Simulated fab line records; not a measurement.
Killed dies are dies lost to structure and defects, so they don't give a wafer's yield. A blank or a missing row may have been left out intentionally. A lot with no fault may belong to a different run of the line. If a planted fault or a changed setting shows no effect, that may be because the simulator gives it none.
Which tool did it? | flow sky130 | 12 lots, 36 wafers sampled, at 5 steps of a route of 708

== WHAT THE GAUGES READ, wafer by wafer ==
SKY_NWELL_OVL_MEAS_10. Usual: for NWELL_00_OVL the level is -0.7 nm and the standard deviation is 1.4.
lot  | measured    | on         | NWELL_00_OVL (nm) | flag
L317 | day 5 13:25 | overlay-01 | 1.8 -1.2 0.7      |
L320 | day 5 13:26 | overlay-02 | -2.4 -1.1 -1.5    |
L316 | day 5 14:24 | overlay-01 | -2.3 -1.9 -3.0    |
L318 | day 5 16:51 | overlay-01 | 0.9 -1.5 -0.3     |
L319 | day 5 17:03 | overlay-02 | -1.5 -2.9 -1.7    |
L321 | day 6 03:49 | overlay-02 | 2.0 -0.4 0.9      |
L322 | day 6 04:09 | overlay-01 | 287.5 289.4 288.1 | OFF
L323 | day 6 08:13 | overlay-01 | 287.5 288.1 285.5 | OFF
L325 | day 6 21:06 | overlay-01 | 290.9 290.5 290.2 | OFF
L328 | day 7 10:42 | overlay-01 | -2.1 -1.7 -2.2    |
L329 | day 7 17:25 | overlay-01 | 0.2 0.4 -1.5      |
L333 | day 8 17:51 | overlay-01 | -0.8 -2.3 0.1     |

SKY_NWELL_RS_MEAS_31: a four-point-probe measurement. Usual: for PWDE_RS the level is 5272 ohm/sq and the standard deviation is 18.
lot  | measured    | on            | PWDE_RS (ohm/sq) | flag
L317 | day 6 09:41 | film metro-01 | 5256 5250 5238   |
L320 | day 6 09:59 | film metro-03 | 5255 5268 5277   |
L316 | day 6 11:05 | film metro-03 | 5257 5269 5273   |
L318 | day 6 13:02 | film metro-03 | 5294 5284 5284   |
L319 | day 6 13:56 | film metro-03 | 5271 5282 5288   |
L321 | day 6 23:45 | film metro-01 | 5295 5281 5294   |
L322 | day 7 00:05 | film metro-03 | 5276 5272 5269   |
L323 | day 7 04:42 | film metro-01 | 5275 5267 5269   |
L325 | day 7 18:32 | film metro-01 | 5252 5250 5243   |
L328 | day 8 08:41 | film metro-02 | 5268 5253 5269   |
L329 | day 8 15:26 | film metro-03 | 5263 5274 5282   |
L333 | day 9 16:44 | film metro-01 | 5273 5282 5288   |

== WHAT TOOL EACH LOT RAN ON (gives the tool, then ch and the chambers of the sampled wafers, and finally the start) ==
lot  | SKY_DNWELL_STRIP_08                 | SKY_NWELL_EXPOSE_07                | SKY_NWELL_STRIP_25
L317 | plasma asher-01 ch 0,1, day 4 02:20 | iline stepper-01 ch 0, day 5 04:31 | plasma asher-03 ch 0,1, day 6 09:07
L320 | plasma asher-01 ch 0,1, day 4 03:30 | iline stepper-02 ch 0, day 5 04:43 | plasma asher-01 ch 0,1, day 6 09:26
L316 | plasma asher-01 ch 0,1, day 4 03:51 | iline stepper-01 ch 0, day 5 05:49 | plasma asher-03 ch 0,1, day 6 10:32
L318 | plasma asher-02 ch 1, day 4 05:03   | iline stepper-02 ch 0, day 5 08:03 | plasma asher-01 ch 0,1, day 6 12:29
L319 | plasma asher-03 ch 0,1, day 4 05:09 | iline stepper-01 ch 0, day 5 08:22 | plasma asher-01 ch 0,1, day 6 12:50
L321 | plasma asher-02 ch 0,1, day 4 14:41 | iline stepper-02 ch 0, day 5 17:53 | plasma asher-03 ch 0,1, day 6 23:10
L322 | plasma asher-03 ch 0,1, day 4 15:17 | iline stepper-02 ch 0, day 5 18:11 | plasma asher-04 ch 0,1, day 6 23:31
L323 | plasma asher-01 ch 0,1, day 4 18:17 | iline stepper-02 ch 0, day 5 22:46 | plasma asher-03 ch 0,1, day 7 04:07
L325 | plasma asher-02 ch 0,1, day 5 06:50 | iline stepper-02 ch 0, day 6 11:34 | plasma asher-04 ch 0,1, day 7 17:58
L328 | plasma asher-03 ch 0,1, day 5 20:24 | iline stepper-01 ch 0, day 7 01:21 | plasma asher-01 ch 0,1, day 8 08:08
L329 | plasma asher-03 ch 0,1, day 6 01:29 | iline stepper-01 ch 0, day 7 06:44 | plasma asher-04 ch 0,1, day 8 14:53
L333 | plasma asher-01 ch 0,1, day 7 00:12 | iline stepper-01 ch 0, day 8 07:18 | plasma asher-04 ch 0,1, day 9 16:05
- SKY_DNWELL_STRIP_08: strips in O2/N2.
- SKY_NWELL_EXPOSE_07: exposes mask NWM, target cd 840 nm.
- SKY_NWELL_STRIP_25: strips in O2/N2.

== AS READ BY THE TOOLS THEMSELVES (means over the sampled wafers that have a number; for cases with no such wafer, the mark the record gives instead) ==
SKY_DNWELL_STRIP_08. Usual: chamber pressure mTorr 1500.2 mTorr, standard deviation 1.3; drypump motor current A 5.8 A, standard deviation 0.31; oes product au 0.723 a.u., standard deviation 0.0044; strip time to endpoint s 36.93 s, standard deviation 0.14.
lot  | tool            | chamber pressure mTorr (mTorr) | drypump motor current A (A) | oes product au (a.u.) | strip time to endpoint s (s) | flag
L317 | plasma asher-01 | 1499.8                         | 5.9                         | 0.719                 | 36.99                        |
L320 | plasma asher-01 | 1498.9                         | 6.1                         | 0.723                 | 36.77                        |
L316 | plasma asher-01 | 1501.1                         | 6.1                         | 0.718                 | 37.19                        |
L318 | plasma asher-02 | 1500.0                         | 6.1                         | 0.719                 | 37.06                        |
L319 | plasma asher-03 | 1500.2                         | 5.5                         | 0.724                 | 36.84                        |
L321 | plasma asher-02 | 1500.7                         | 5.6                         | 0.721                 | 37.02                        |
L322 | plasma asher-03 | 1499.7                         | 5.6                         | 0.721                 | 37.06                        |
L323 | plasma asher-01 | 1500.1                         | 5.9                         | 0.720                 | 37.14                        |
L325 | plasma asher-02 | 1499.7                         | 5.8                         | 0.722                 | 36.74                        |
L328 | plasma asher-03 | 1499.7                         | 5.5                         | 0.724                 | 36.87                        |
L329 | plasma asher-03 | 1499.1                         | 5.6                         | 0.719                 | 36.79                        |
L333 | plasma asher-01 | 1500.4                         | 6.1                         | 0.723                 | 36.85                        |

SKY_NWELL_STRIP_25. Usual: chamber pressure mTorr 1500.1 mTorr, standard deviation 1.3; drypump motor current A 6.0 A, standard deviation 0.49; oes product au 0.722 a.u., standard deviation 0.0048; strip time to endpoint s 36.93 s, standard deviation 0.11.
lot  | tool            | chamber pressure mTorr (mTorr) | drypump motor current A (A) | oes product au (a.u.) | strip time to endpoint s (s) | flag
L317 | plasma asher-03 | 1500.1                         | 5.5                         | 0.719                 | 37.04                        |
L320 | plasma asher-01 | 1501.3                         | 6.1                         | 0.724                 | 36.96                        |
L316 | plasma asher-03 | 1501.2                         | 5.5                         | 0.718                 | 37.12                        |
L318 | plasma asher-01 | 1500.0                         | 6.1                         | 0.720                 | 36.80                        |
L319 | plasma asher-01 | 1500.6                         | 5.9                         | 0.721                 | 36.83                        |
L321 | plasma asher-03 | 1501.9                         | 5.6                         | 0.722                 | 36.99                        |
L322 | plasma asher-04 | 1499.7                         | 6.6                         | 0.722                 | 36.88                        |
L323 | plasma asher-03 | 1500.2                         | 5.5                         | 0.725                 | 36.93                        |
L325 | plasma asher-04 | 1499.2                         | 6.6                         | 0.720                 | 36.82                        |
L328 | plasma asher-01 | 1500.1                         | 5.9                         | 0.720                 | 36.93                        |
L329 | plasma asher-04 | 1500.1                         | 6.6                         | 0.724                 | 36.93                        |
L333 | plasma asher-04 | 1500.4                         | 6.5                         | 0.722                 | 36.87                        |

== THE ANSWER, worked out from the rows above alone ==
Rule: take the mean of a lot's wafers that have a number; if it is more than 3 standard deviations from the usual mean, the lot is off. Also off: a lot with no number at a reading for which 4 or more lots have one. The other lots that the step has rows for count as sound. First the gauges in route order, then the tools' own readings, where a lot's mean is used as printed above. At the first step where some lot is off, the reading lying furthest off is the one used; lots without a number count as furthest.
Off: at SKY_NWELL_OVL_MEAS_10 (NWELL_00_OVL), L322, L323, L325.
A tool fits if, at a process step before that reading, it ran every lot that is off, and no sound lot after the first of them. Gauges at SKY_NWELL_OVL_MEAS_10: tried the same way as those tools. One candidate fits, namely iline stepper-02 at SKY_NWELL_EXPOSE_07. Its last sound lot is L321 (day 5 17:53), its first lot that is off L322 (day 5 18:11): a fault that began between those two fits.

== WHAT HAD BEEN PUT IN BY THE SIMULATOR ==
Scanner matching overlay: iline stepper-02, from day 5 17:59 on, at SKY_NWELL_EXPOSE_07. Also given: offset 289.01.
Lots struck among those shown: L322, L323, L325. This agrees with what the rule above found.
